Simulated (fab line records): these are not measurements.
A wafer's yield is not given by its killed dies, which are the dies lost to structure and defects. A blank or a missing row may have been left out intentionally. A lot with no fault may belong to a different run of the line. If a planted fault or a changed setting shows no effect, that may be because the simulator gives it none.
The same fault as seen by 2 desks + flow gf180mcu + each desk holds nothing but its own numbers, with what lay behind them at the end

METROLOGY DESK
What the gauges read for every lot (on any tool): the sampled wafers with a number, averaged. Marked OUT: a lot whose mean sits more than 4 standard deviations from the usual mean, which makes it out of limits; the brackets give that distance.
Columns: A = V4_OVL at GF_V4_OVL_MEAS_15, usual 1 nm; B = cd-nm at GF_M5_CD_MEAS_07, usual 280.2 nm
| lot  | first seen here | A  | B     |
|------|-----------------|----|-------|
| L733 | day 24 06:28    | 3  | 280.5 |
| L734 | day 24 19:00    | 1  | 279.4 |
| L736 | day 25 09:31    | 3  | 280.0 |
| L738 | day 26 05:22    | 4  | 278.6 |
| L739 | day 26 09:04    | 3  | 278.7 |
| L740 | day 26 20:19    | -5 | 280.4 |
| L741 | day 27 03:36    | -1 | 279.4 |
| L743 | day 27 19:07    | -7 | 280.7 |
| L749 | day 29 11:10    | -0 | 278.9 |
| L750 | day 29 17:10    | -4 | 280.6 |
| L751 | day 30 03:19    | -1 | 280.2 |
| L753 | day 30 11:45    | 0  | 281.0 |
| L754 | day 30 21:10    | 2  | 281.6 |
| L755 | day 31 02:36    | 1  | 281.2 |
| L756 | day 31 10:10    | 4  | 280.3 |
This desk found nothing out of limits on any of the 15 lots.

THE TOOL OWNER'S DESK: plasma-asher-01
The tool's own readings at GF_V5_STRIP_18 (strips in O2/N2): means of the sampled wafers that have a number, for each lot that ran on this tool. Marked OUT: a lot whose mean sits more than 4 standard deviations from the usual mean, which makes it out of limits; the brackets give that distance.
Columns: A = chamber-pressure-mTorr at GF_V5_STRIP_18, usual 1499.9 mTorr; B = drypump-motor-current-A at GF_V5_STRIP_18, usual 5.7 A; C = heater-power-w at GF_V5_STRIP_18, usual 312 W; D = o2-flow-sccm at GF_V5_STRIP_18, usual 2999 sccm; E = oes-product-au at GF_V5_STRIP_18, usual 0.568 a.u.
| lot  | first seen here | A      | B   | C   | D    | E     |
|------|-----------------|--------|-----|-----|------|-------|
| L736 | day 28 03:17    | 1499.6 | 5.2 | 329 | 3005 | 0.567 |
| L753 | day 32 19:56    | 1500.6 | 5.2 | 327 | 2997 | 0.564 |
| L754 | day 33 03:33    | 1498.6 | 5.2 | 329 | 3003 | 0.564 |
| L755 | day 33 08:00    | 1499.6 | 5.4 | 305 | 3000 | 0.571 |
This desk found nothing out of limits on any of the 4 lots.

PUT TOGETHER
Metrology desk: nothing out of limits seen.
The tool owner's desk saw nothing out of limits.

WHAT HAD BEEN PUT IN BY THE SIMULATOR
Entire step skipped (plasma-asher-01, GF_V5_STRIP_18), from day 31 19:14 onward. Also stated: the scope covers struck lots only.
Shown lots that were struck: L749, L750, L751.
